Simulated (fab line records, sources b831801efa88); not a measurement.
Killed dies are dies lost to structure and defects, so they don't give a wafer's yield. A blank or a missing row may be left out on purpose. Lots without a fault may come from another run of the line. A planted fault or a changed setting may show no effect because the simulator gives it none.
Which tool did it? | flow sfq_line | 15 lots, 43 wafers sampled, at 1 step of a route of 325

WHAT THE GAUGES READ, wafer by wafer
SFQ_R5_OVL_MEAS_935. Usual: R5_OVL 3 nm, standard deviation 5.3.
lot  | measured     | on         | R5_OVL (nm) | flag
L219 | day 52 00:24 | overlay-02 | -6 -1 -5    |
L220 | day 52 02:48 | overlay-02 | 9 2 12      |
L222 | day 52 08:48 | overlay-02 | 3 5 0       |
L223 | day 53 05:12 | overlay-01 | 6 5 9       |
L224 | day 53 06:24 | overlay-01 | -1 -6 -5    |
L225 | day 53 19:09 | overlay-02 | 5 0 5       |
L226 | day 53 22:45 | overlay-02 | -6 1 -3     |
L227 | day 54 03:34 | overlay-02 | -2 -4       |
L228 | day 54 04:45 | overlay-02 | 3 0 -1      |
L229 | day 54 16:34 | overlay-01 | -1 -1       |
L236 | day 56 22:40 | overlay-01 | 10 9 7      |
L238 | day 57 15:52 | overlay-01 | 4 5 3       |
L239 | day 57 17:04 | overlay-01 | 7 2 -2      |
L241 | day 58 02:40 | overlay-02 | -2 3 0      |
L242 | day 58 05:04 | overlay-02 | 7 7 2       |

WHICH TOOL RAN EACH LOT (tool, then ch and the chambers of the sampled wafers, then the start)
The record holds no process step before these readings.

WHAT THE TOOLS THEMSELVES READ (means of the sampled wafers that have a number; where no wafer has one, the mark that the record gives instead)
The record holds no such reading with a usual standard deviation.

THE ANSWER, worked out from the rows above alone
Rule: a lot is off if the mean of its wafers that have a number lies more than 3 standard deviations from the usual mean. A lot without any number at a reading at which 4 lots or more have one is off too. The other lots that the step has rows for count as sound. The gauges are gone through in route order, then the tools' own readings, and for those a lot's mean is taken as printed above. The first step at which some lot is off is used, and at that step the reading that is off furthest; a lot without a number counts as furthest.
No lot is off at any reading shown: from this, nothing can be told.

WHAT THE SIMULATOR HAD PUT IN
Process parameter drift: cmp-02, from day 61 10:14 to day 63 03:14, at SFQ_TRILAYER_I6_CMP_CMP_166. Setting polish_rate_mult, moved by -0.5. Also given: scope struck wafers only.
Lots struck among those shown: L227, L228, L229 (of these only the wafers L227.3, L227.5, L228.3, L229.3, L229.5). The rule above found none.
